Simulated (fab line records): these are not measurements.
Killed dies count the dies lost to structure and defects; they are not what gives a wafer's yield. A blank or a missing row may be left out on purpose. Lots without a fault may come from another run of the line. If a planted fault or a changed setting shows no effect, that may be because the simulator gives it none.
Which tool was responsible? :: flow gf180mcu :: 21 wafers from 7 lots sampled at 3 of the route's 602 steps

== WHAT EACH GAUGE READ, for each wafer ==
GF_V3_CD_MEAS_14: target cd 260 nm.
lot: L238
measured: day 23 19:05
on: cd-sem-01
cd-nm (nm): 259.7 259.9 259.8

lot: L245
measured: day 26 01:13
on: cd-sem-01
cd-nm (nm): 262.0 261.4 261.3

lot: L249
measured: day 27 03:11
on: cd-sem-01
cd-nm (nm): 261.1 261.3 261.7

lot: L252
measured: day 28 02:27
on: cd-sem-02
cd-nm (nm): 257.1 257.9 258.2

lot: L254
measured: day 28 17:26
on: cd-sem-01
cd-nm (nm): 259.7 259.5 259.6

lot: L256
measured: day 29 09:14
on: cd-sem-02
cd-nm (nm): 261.6 260.7 261.7

lot: L258
measured: day 29 16:02
on: cd-sem-02
cd-nm (nm): 259.5 260.6 259.5

== EACH LOT AND THE TOOL THAT RAN IT (in order: tool; ch and the chambers of the sampled wafers; start) ==
lot: L238
GF_CONTACT_SPUTTER_22: pvd-sputter-02, day 17 12:40
GF_V2_SPUTTER_21: pvd-sputter-04, day 21 19:07

lot: L245
GF_CONTACT_SPUTTER_22: pvd-sputter-03, day 19 23:01
GF_V2_SPUTTER_21: pvd-sputter-03, day 24 05:01

lot: L249
GF_CONTACT_SPUTTER_22: pvd-sputter-02, day 21 05:37
GF_V2_SPUTTER_21: pvd-sputter-03, day 25 06:45

lot: L252
GF_CONTACT_SPUTTER_22: pvd-sputter-04, day 22 11:37
GF_V2_SPUTTER_21: pvd-sputter-03, day 26 09:55

lot: L254
GF_CONTACT_SPUTTER_22: pvd-sputter-04, day 23 02:16
GF_V2_SPUTTER_21: pvd-sputter-03, day 27 00:11

lot: L256
GF_CONTACT_SPUTTER_22: pvd-sputter-03, day 23 17:53
GF_V2_SPUTTER_21: pvd-sputter-02, day 27 16:17

lot: L258
GF_CONTACT_SPUTTER_22: pvd-sputter-04, day 24 06:40
GF_V2_SPUTTER_21: pvd-sputter-04, day 27 23:17
- GF_CONTACT_SPUTTER_22: material Ti, target thk 15 nm, time 80.02 s.
- GF_V2_SPUTTER_21: material Ti, target thk 15 nm, time 80.02 s.

== THE ANSWER, worked out from the rows above alone ==
Rule: usual is defined by the lots themselves. The widest of any qualifying gaps counts: lots, ordered by their means at a reading, are off when they make up no more than a third of the lots, leave a main group of 4 or more, and stand apart from it by 3 or more times the standard deviation of that group's means. A main group is skipped when, at the precision printed for the reading in the tables above, its means are all equal. A lot without any number at a reading at which 4 lots or more have one is off too. All remaining lots with rows at the step are treated as sound.
No lot is off on any of the readings shown, so nothing can be concluded from this.

== WHAT WAS PUT IN BY THE SIMULATOR ==
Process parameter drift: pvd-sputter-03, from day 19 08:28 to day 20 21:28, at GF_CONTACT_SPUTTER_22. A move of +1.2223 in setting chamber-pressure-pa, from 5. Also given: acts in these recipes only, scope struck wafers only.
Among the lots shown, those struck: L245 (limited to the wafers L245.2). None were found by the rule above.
